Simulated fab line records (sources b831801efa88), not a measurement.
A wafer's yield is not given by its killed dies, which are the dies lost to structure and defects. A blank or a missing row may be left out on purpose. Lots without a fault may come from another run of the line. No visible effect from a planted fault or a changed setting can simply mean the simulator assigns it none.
What tool caused it? / flow sky130 / Sampling: 14 lots, 42 wafers, 2 of 708 route steps

## WHAT THE GAUGES READ, wafer by wafer
SKY_CONTACT_THK_MEAS_01.
lot=L772; measured=day 30 10:37; on=film_metro-02; CONTACT_CVD_00_THK (nm)=75.4 75.5 75.6
lot=L773; measured=day 31 04:29; on=film_metro-02; CONTACT_CVD_00_THK (nm)=75.1 75.3 76.5
lot=L775; measured=day 31 19:17; on=film_metro-02; CONTACT_CVD_00_THK (nm)=74.8 75.9 76.2
lot=L774; measured=day 31 22:27; on=film_metro-03; CONTACT_CVD_00_THK (nm)=75.8 73.3 75.2
lot=L776; measured=day 32 06:47; on=film_metro-02; CONTACT_CVD_00_THK (nm)=73.1 74.1 75.0
lot=L780; measured=day 33 07:44; on=film_metro-01; CONTACT_CVD_00_THK (nm)=53.9 52.6 52.2
lot=L782; measured=day 34 04:58; on=film_metro-03; CONTACT_CVD_00_THK (nm)=52.6 52.5 53.7
lot=L789; measured=day 35 22:25; on=film_metro-02; CONTACT_CVD_00_THK (nm)=73.7 73.3 74.3
lot=L790; measured=day 36 12:47; on=film_metro-03; CONTACT_CVD_00_THK (nm)=76.2 74.8 76.3
lot=L791; measured=day 36 14:21; on=film_metro-03; CONTACT_CVD_00_THK (nm)=73.3 74.9 75.3
lot=L793; measured=day 37 02:57; on=film_metro-03; CONTACT_CVD_00_THK (nm)=71.8 73.5 74.8
lot=L792; measured=day 37 04:08; on=film_metro-02; CONTACT_CVD_00_THK (nm)=73.0 75.0 73.7
lot=L794; measured=day 37 14:42; on=film_metro-02; CONTACT_CVD_00_THK (nm)=75.0 76.1 76.4
lot=L795; measured=day 37 21:42; on=film_metro-03; CONTACT_CVD_00_THK (nm)=74.7 75.1 76.5

## WHAT TOOL EACH LOT RAN ON (gives the tool, then ch and the chambers of the sampled wafers, and finally the start)
lot=L772; SKY_CONTACT_CVD_00=pecvd-02 ch 1,2, day 30 10:34
lot=L773; SKY_CONTACT_CVD_00=pecvd-04 ch 1,2, day 31 04:27
lot=L775; SKY_CONTACT_CVD_00=pecvd-02 ch 1,2, day 31 19:14
lot=L774; SKY_CONTACT_CVD_00=pecvd-01 ch 0,1,2, day 31 22:25
lot=L776; SKY_CONTACT_CVD_00=pecvd-02 ch 0,1,2, day 32 06:44
lot=L780; SKY_CONTACT_CVD_00=pecvd-04 ch 0,1,2, day 33 07:41
lot=L782; SKY_CONTACT_CVD_00=pecvd-04 ch 1,2, day 34 04:56
lot=L789; SKY_CONTACT_CVD_00=pecvd-01 ch 0,2, day 35 22:22
lot=L790; SKY_CONTACT_CVD_00=pecvd-02 ch 0,2, day 36 12:44
lot=L791; SKY_CONTACT_CVD_00=pecvd-01 ch 0,2, day 36 14:18
lot=L793; SKY_CONTACT_CVD_00=pecvd-01 ch 0,2, day 37 02:54
lot=L792; SKY_CONTACT_CVD_00=pecvd-02 ch 0,1,2, day 37 04:07
lot=L794; SKY_CONTACT_CVD_00=pecvd-04 ch 2, day 37 14:38
lot=L795; SKY_CONTACT_CVD_00=pecvd-02 ch 0,1,2, day 37 21:40
- SKY_CONTACT_CVD_00: deposits Si3N4, target thk 75 nm.

## AS READ BY THE TOOLS THEMSELVES (means over the sampled wafers that have a number; for cases with no such wafer, the mark the record gives instead)
SKY_CONTACT_CVD_00.
lot=L772; tool=pecvd-02; heater_power_w (W)=648
lot=L773; tool=pecvd-04; heater_power_w (W)=682
lot=L775; tool=pecvd-02; heater_power_w (W)=765
lot=L774; tool=pecvd-01; heater_power_w (W)=594
lot=L776; tool=pecvd-02; heater_power_w (W)=775
lot=L780; tool=pecvd-04; heater_power_w (W)=651
lot=L782; tool=pecvd-04; heater_power_w (W)=680
lot=L789; tool=pecvd-01; heater_power_w (W)=624
lot=L790; tool=pecvd-02; heater_power_w (W)=656
lot=L791; tool=pecvd-01; heater_power_w (W)=655
lot=L793; tool=pecvd-01; heater_power_w (W)=662
lot=L792; tool=pecvd-02; heater_power_w (W)=783
lot=L794; tool=pecvd-04; heater_power_w (W)=720
lot=L795; tool=pecvd-02; heater_power_w (W)=733

## THE ANSWER, worked out from the rows above alone
Rule: the lots themselves supply what counts as usual. Put in order of their means at a reading, lots are off if they are a third of the lots or fewer, leave a main group of 4 or more, and stand apart from it by a gap of 3 or more times the standard deviation of the main group's means; of several such gaps the widest counts. Not used: any main group whose means are identical at the precision the tables above print for the reading. Also off: a lot with no number at a reading for which 4 or more lots have one. The other lots that the step has rows for count as sound. Order of review: gauges by route order, followed by the tools' own readings, for which a lot's mean as printed above is used. The first step at which some lot is off is used, and at that step the reading that is off furthest; a lot without a number counts as furthest.
Off: L780, L782, seen at SKY_CONTACT_THK_MEAS_01 (CONTACT_CVD_00_THK). Mean 74.8 nm and standard deviation 0.86 in the main group.
A tool fits if, at a process step before that reading, it ran every lot that is off, and no sound lot after the first of them. Those tools and the gauges at SKY_CONTACT_THK_MEAS_01 are tried in the same way. Of those tried, none fits.

## WHAT HAD BEEN PUT IN BY THE SIMULATOR
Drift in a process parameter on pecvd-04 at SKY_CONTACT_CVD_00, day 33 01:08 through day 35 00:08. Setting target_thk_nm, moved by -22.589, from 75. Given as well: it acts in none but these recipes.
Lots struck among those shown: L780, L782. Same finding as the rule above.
